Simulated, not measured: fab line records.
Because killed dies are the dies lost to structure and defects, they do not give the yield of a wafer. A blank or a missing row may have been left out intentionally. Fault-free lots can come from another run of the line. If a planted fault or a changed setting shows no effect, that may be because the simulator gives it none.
Problem report in the 8D (eight disciplines) form, filled by code / flow gf180mcu / the parts of the form that need people (team, actions taken, sign-off) are left out

1. WHAT IS WRONG
cd nm at GF_M1_CD_MEAS_14 reads a mean of 127.8 nm on 2 wafers of 2 lots; wafers without a fault read 229.7 nm with a standard deviation of 1.3. That is -78 standard deviations from the usual mean.
The step: target cd 230 nm.
Earliest sighting: wafer L114.5 on cd sem-02 at day 23 14:59. The record has a number at this step for 40 wafers belonging to 14 lots. Rule for "out" (also "out of limits"): further than 4 standard deviations from the usual mean. The rest of the wafers with a number are treated as sound.

2. WHAT IT IS AND WHAT IT IS NOT
question=which readings at this step | is=cd nm | is not=-
question=which lots | is=L114, L115 | is not=L100, L101, L102, L103, L105, L106, L107, L111, L119, L997, L998, L999
question=which wafers of those lots | is=L114.5, L115.1 | is not=L114.3, L115.2
question=read on which gauges | is=cd sem-01, cd sem-02 | is not=-
question=when | is=from day 23 14:59 | is not=up to then (34 sound wafers); but 4 sound wafers of L115, L119 came after

3. SUSPECTS, AND WHAT RULES EACH OUT
Counting: a tool at a process step up to the reading stays a suspect if it ran every lot that is out. Sound lots after the first of them don't rule it out here, since some wafers of a struck lot are sound.
- the gauge at GF_M1_CD_MEAS_14 has been ruled out. Those wafers that are out were read across 2 gauges (cd sem-01, cd sem-02).
- krf scanner-02 at GF_M1_EXPOSE_11 (exposes mask Metal1, target cd 230 nm): kept. It processed each lot that is out (first: L114, day 23 03:27); up to then, its last sound lot is L111 (day 21 14:23).
After counting, what remains is krf scanner-02 at GF_M1_EXPOSE_11.

4. THE CAUSE (what the simulator had put in)
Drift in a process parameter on krf scanner-02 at GF_M1_EXPOSE_11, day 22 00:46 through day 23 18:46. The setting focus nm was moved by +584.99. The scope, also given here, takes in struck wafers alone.
This tool alone remained once counting was done.

5. THE CHAIN OF EFFECTS, in route order
One row per reading whose mean, taken over the struck wafers that have a number, lies over 3 standard deviations from the usual. Scope: only readings with a usual standard deviation given in the record; hours: median across lots of the time from each lot's start at the first step in this table that gives one to its start at this step; sigmas: change in usual standard deviations.
hours=0; step=GF_M1_CD_MEAS_14; reading=cd nm; usual=229.7 nm; on struck wafers=127.8; change=-101.9; sigmas=-78

6. WHAT WOULD HAVE CAUGHT IT SOONER
The first out-of-limits reading at a measuring or inspecting step in this record came at day 23 14:59, 38 hours after the fault's start at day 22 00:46.
Of the tool readings at GF_M1_EXPOSE_11 for which the record gives a usual standard deviation, none was out on any struck wafer, so an alarm limit of 4 standard deviations on them would not have fired.
By day 23 14:59, every lot that is out (2) had started GF_M1_EXPOSE_11 on krf scanner-02. A hold on the tool at that time would have spared none of them.
